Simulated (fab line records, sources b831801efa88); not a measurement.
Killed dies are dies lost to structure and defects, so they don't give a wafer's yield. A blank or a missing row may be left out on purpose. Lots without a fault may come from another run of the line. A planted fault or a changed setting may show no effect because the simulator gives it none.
One fault seen from 2 desks | flow sky130 | each desk has only its own numbers; what lay behind them comes last

THE TOOL OWNER'S DESK: litho_track-04
The tool's own readings at SKY_METAL5_COAT_09 (resist thk 1800 nm): means of the sampled wafers that have a number, for each lot that ran on this tool. A lot is out of limits, marked OUT, if its mean lies more than 4 standard deviations from the usual mean; the brackets give that distance.
Columns: A = spin_speed_rpm at SKY_METAL5_COAT_09, usual 2999.9 rpm
lot  | first seen here | A
L558 | day 43 21:28    | 3000.7
L567 | day 46 06:48    | 2806.1 (-92) OUT
L568 | day 46 12:57    | 2806.0 (-92) OUT
L570 | day 46 23:36    | 2805.1 (-93) OUT
This desk's finding: out of limits on L567, L568, L570; first on L567, day 46 06:48 (spin_speed_rpm at SKY_METAL5_COAT_09). In limits: L558.

THE METROLOGY DESK
What the gauges read, lot by lot, whatever tool the lot ran on: means of the sampled wafers that have a number. A lot is out of limits, marked OUT, if its mean lies more than 4 standard deviations from the usual mean; the brackets give that distance.
Columns: A = METAL5_ALCU_RS at SKY_METAL5_RS_MEAS_05, usual 0.02708 ohm/sq
lot  | first seen here | A
L557 | day 43 06:41    | 0.02692
L558 | day 43 10:09    | 0.02684
L560 | day 44 00:10    | 0.02677
L567 | day 45 20:45    | 0.02770
L568 | day 46 03:14    | 0.02699
L570 | day 46 13:51    | 0.02687
L572 | day 47 01:37    | 0.02718
L573 | day 47 10:05    | 0.02683
L575 | day 47 17:04    | 0.02731
L576 | day 47 22:16    | 0.02650
L579 | day 48 16:22    | 0.02746
This desk's finding: nothing out of limits on any of the 11 lots.

PUT TOGETHER
The tool owner's desk could have raised an alarm at day 46 06:48, on L567, L568, L570.
The metrology desk saw nothing out of limits.
The metrology desk has L567, L568, L570 on record, within its limits.
Of the lots named, all ran SKY_METAL5_COAT_09 on litho_track-04.

WHAT THE SIMULATOR HAD PUT IN
Process parameter drift: litho_track-04, from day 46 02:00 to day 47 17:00, at SKY_METAL5_COAT_09. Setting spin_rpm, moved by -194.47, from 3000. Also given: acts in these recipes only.
Lots struck among those shown: L567, L568, L570.
Hours from the fault's start to each desk's first reading out of limits: the tool owner's desk, 5.
